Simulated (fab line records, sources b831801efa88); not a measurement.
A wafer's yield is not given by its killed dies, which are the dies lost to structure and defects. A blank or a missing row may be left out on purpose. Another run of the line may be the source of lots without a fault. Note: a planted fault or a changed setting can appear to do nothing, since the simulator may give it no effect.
Which tool did it? ; flow gf180mcu ; 13 lots with 39 wafers sampled at 4 steps, on a route of 602 steps

WHAT THE GAUGES SHOWED, per wafer
GF_PASSIVATION_THK_MEAS_03. Usual: PASSIVATION_CVD_02_THK 700 nm, standard deviation 8.8.
lot;measured;on;PASSIVATION_CVD_02_THK (nm);flag
L867;day 28 10:26;film metro-04;690 685 692;
L868;day 28 15:35;film metro-04;689 698 706;
L870;day 29 04:10;film metro-02;686 699 695;
L871;day 29 16:03;film metro-01;702 684 703;
L872;day 29 23:11;film metro-01;698 714 710;
L875;day 30 14:35;film metro-02;699 708 713;
L877;day 31 15:47;film metro-04;689 681 700;
L879;day 32 06:32;film metro-02;695 711 699;
L883;day 33 05:39;film metro-02;691 691 706;
L884;day 33 07:47;film metro-02;696 696 705;
L887;day 33 22:43;film metro-01;686 699 712;
L888;day 34 03:43;film metro-02;688 701 706;
L890;day 34 16:26;film metro-04;694 695 694;

WHAT TOOL EACH LOT RAN ON (gives the tool, then ch and the chambers of the sampled wafers, and finally the start)
lot;GF_M4_SPUTTER_02;GF_M4_SPUTTER_04;GF_M4_CLEAN_19
L867;pvd sputter-02, day 22 16:59;pvd sputter-02, day 22 17:02;wet bench-04 ch 1, day 23 17:05
L868;pvd sputter-04, day 22 20:47;pvd sputter-04, day 22 20:50;wet bench-04 ch 1, day 23 21:27
L870;pvd sputter-01, day 23 13:35;pvd sputter-01, day 23 13:38;wet bench-03 ch 1, day 24 13:17
L871;pvd sputter-04, day 24 04:46;pvd sputter-04, day 24 04:49;wet bench-02 ch 2, day 25 03:09
L872;pvd sputter-04, day 24 14:26;pvd sputter-04, day 24 14:29;wet bench-04 ch 2, day 25 12:42
L875;pvd sputter-01, day 25 07:10;pvd sputter-01, day 25 07:13;wet bench-03 ch 1, day 26 05:10
L877;pvd sputter-04, day 26 10:58;pvd sputter-04, day 26 11:01;wet bench-04 ch 2, day 27 09:23
L879;pvd sputter-04, day 27 06:43;pvd sputter-04, day 27 06:46;wet bench-02 ch 0, day 28 03:21
L883;pvd sputter-01, day 28 09:11;pvd sputter-01, day 28 09:14;wet bench-02 ch 1, day 29 05:07
L884;pvd sputter-02, day 28 13:16;pvd sputter-02, day 28 13:19;wet bench-02 ch 1, day 29 09:38
L887;pvd sputter-01, day 29 06:59;pvd sputter-01, day 29 07:03;wet bench-03 ch 2, day 30 01:53
L888;pvd sputter-01, day 29 11:05;pvd sputter-01, day 29 11:08;wet bench-03 ch 1, day 30 06:29
L890;pvd sputter-01, day 30 03:33;pvd sputter-01, day 30 03:36;wet bench-02 ch 1, day 30 22:31
- GF_M4_SPUTTER_02: material AlCu, target thk 450 nm, time 23.9 s.
- GF_M4_SPUTTER_04: material TiN, target thk 50 nm, time 41.7 s.
- GF_M4_CLEAN_19: cleans in DIW.

WHAT THE TOOLS THEMSELVES READ (means of the sampled wafers that have a number; where no wafer has one, the mark that the record gives instead)
GF_M4_SPUTTER_02. Usual: 29.9 % for throttle valve pct, sd 1.
lot;tool;throttle valve pct (%);flag
L867;pvd sputter-02;29.3;
L868;pvd sputter-04;29.9;
L870;pvd sputter-01;30.5;
L871;pvd sputter-04;29.2;
L872;pvd sputter-04;29.5;
L875;pvd sputter-01;30.2;
L877;pvd sputter-04;29.1;
L879;pvd sputter-04;29.5;
L883;pvd sputter-01;30.6;
L884;pvd sputter-02;29.8;
L887;pvd sputter-01;30.8;
L888;pvd sputter-01;30.7;
L890;pvd sputter-01;30.3;

GF_M4_SPUTTER_04. Usual: 29.9 % for throttle valve pct, sd 1.
lot;tool;throttle valve pct (%);flag
L867;pvd sputter-02;29.4;
L868;pvd sputter-04;30.1;
L870;pvd sputter-01;30.7;
L871;pvd sputter-04;29.2;
L872;pvd sputter-04;29.3;
L875;pvd sputter-01;30.3;
L877;pvd sputter-04;29.1;
L879;pvd sputter-04;29.5;
L883;pvd sputter-01;30.5;
L884;pvd sputter-02;29.7;
L887;pvd sputter-01;30.8;
L888;pvd sputter-01;30.6;
L890;pvd sputter-01;30.5;

THE ANSWER, worked out from the rows above alone
Rule: a lot is off if the mean of its wafers that have a number lies more than 3 standard deviations from the usual mean. Also off: a lot with no number at a reading for which 4 or more lots have one. Where the step has rows for the other lots, those lots are counted as sound. First the gauges in route order, then the tools' own readings, where a lot's mean is used as printed above. At the first step where some lot is off, the reading lying furthest off is the one used; lots without a number count as furthest.
No lot is off on any of the readings shown, so nothing can be concluded from this.

WHAT THE SIMULATOR HAD PUT IN
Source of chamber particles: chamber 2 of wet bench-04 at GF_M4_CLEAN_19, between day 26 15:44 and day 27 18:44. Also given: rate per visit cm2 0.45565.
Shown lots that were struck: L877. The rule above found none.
